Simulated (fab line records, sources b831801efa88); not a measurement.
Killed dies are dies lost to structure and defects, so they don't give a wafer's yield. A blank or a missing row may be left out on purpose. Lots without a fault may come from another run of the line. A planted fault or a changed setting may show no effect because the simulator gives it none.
Which tool did it? | flow gf180mcu | 6 lots, 18 wafers sampled, at 4 steps of a route of 602

WHAT THE GAUGES READ, wafer by wafer
GF_CONTACT_RS_MEAS_25: measures by four-point-probe.
lot  | measured     | on            | CONTACT_W_RS (ohm/sq)
L467 | day 17 02:32 | film_metro-02 | 0.369 0.382 0.385
L470 | day 18 00:26 | film_metro-04 | 0.379 0.379 0.384
L472 | day 18 18:34 | film_metro-04 | 0.382 0.384 0.384
L474 | day 19 20:01 | film_metro-02 | 0.383 0.374 0.380
L478 | day 21 07:59 | film_metro-02 | 0.387 0.383 0.385
L482 | day 22 13:14 | film_metro-02 | 0.377 0.376 0.283

WHICH TOOL RAN EACH LOT (tool, then ch and the chambers of the sampled wafers, then the start)
lot  | GF_SALICIDE_RTA_08               | GF_CONTACT_CMP_04             | GF_CONTACT_CVD_24
L467 | rtp_anneal-01 ch 0, day 16 02:49 | cmp-01 ch 0,2, day 16 03:10   | cvd_w-01 ch 0,1, day 17 02:25
L470 | rtp_anneal-01 ch 0, day 16 23:22 | cmp-01 ch 1,2, day 16 23:58   | cvd_w-02 ch 0,1, day 18 00:19
L472 | rtp_anneal-01 ch 0, day 17 17:48 | cmp-01 ch 0,1,2, day 17 18:13 | cvd_w-02 ch 1, day 18 18:26
L474 | rtp_anneal-01 ch 0, day 18 17:50 | cmp-02 ch 0,2,3, day 18 18:16 | cvd_w-01 ch 0,1, day 19 19:55
L478 | rtp_anneal-02 ch 0, day 20 05:52 | cmp-01 ch 1,2, day 20 06:11   | cvd_w-02 ch 0,1, day 21 07:53
L482 | rtp_anneal-02 ch 0, day 21 12:02 | cmp-02 ch 0,2,3, day 21 12:26 | cvd_w-02 ch 0,1, day 22 13:07
- GF_SALICIDE_RTA_08: time 30 s.
- GF_CONTACT_CMP_04: polishes SiO2.
- GF_CONTACT_CVD_24: deposits W, target thk 300 nm, time 90.339 s.

THE ANSWER, worked out from the rows above alone
Rule: what is usual is taken from the lots themselves. Put in order of their means at a reading, lots are off if they are a third of the lots or fewer, leave a main group of 4 or more, and stand apart from it by a gap of 3 or more times the standard deviation of the main group's means; of several such gaps the widest counts. A main group whose means are all the same, to the digits that the tables above print for the reading, isn't used. A lot without any number at a reading at which 4 lots or more have one is off too. The other lots that the step has rows for count as sound.
Off: L482, at GF_CONTACT_RS_MEAS_25 (CONTACT_W_RS). The main group: mean 0.381 ohm/sq, standard deviation 0.0025.
A tool fits if, at a process step before that reading, it ran every lot that is off, and no sound lot after the first of them. The gauges at GF_CONTACT_RS_MEAS_25 are tried like those tools. Can't be told from this: 4 tools fit, rtp_anneal-02 at GF_SALICIDE_RTA_08, cmp-02 at GF_CONTACT_CMP_04, cvd_w-02 at GF_CONTACT_CVD_24, film_metro-02 at GF_CONTACT_RS_MEAS_25.

WHAT THE SIMULATOR HAD PUT IN
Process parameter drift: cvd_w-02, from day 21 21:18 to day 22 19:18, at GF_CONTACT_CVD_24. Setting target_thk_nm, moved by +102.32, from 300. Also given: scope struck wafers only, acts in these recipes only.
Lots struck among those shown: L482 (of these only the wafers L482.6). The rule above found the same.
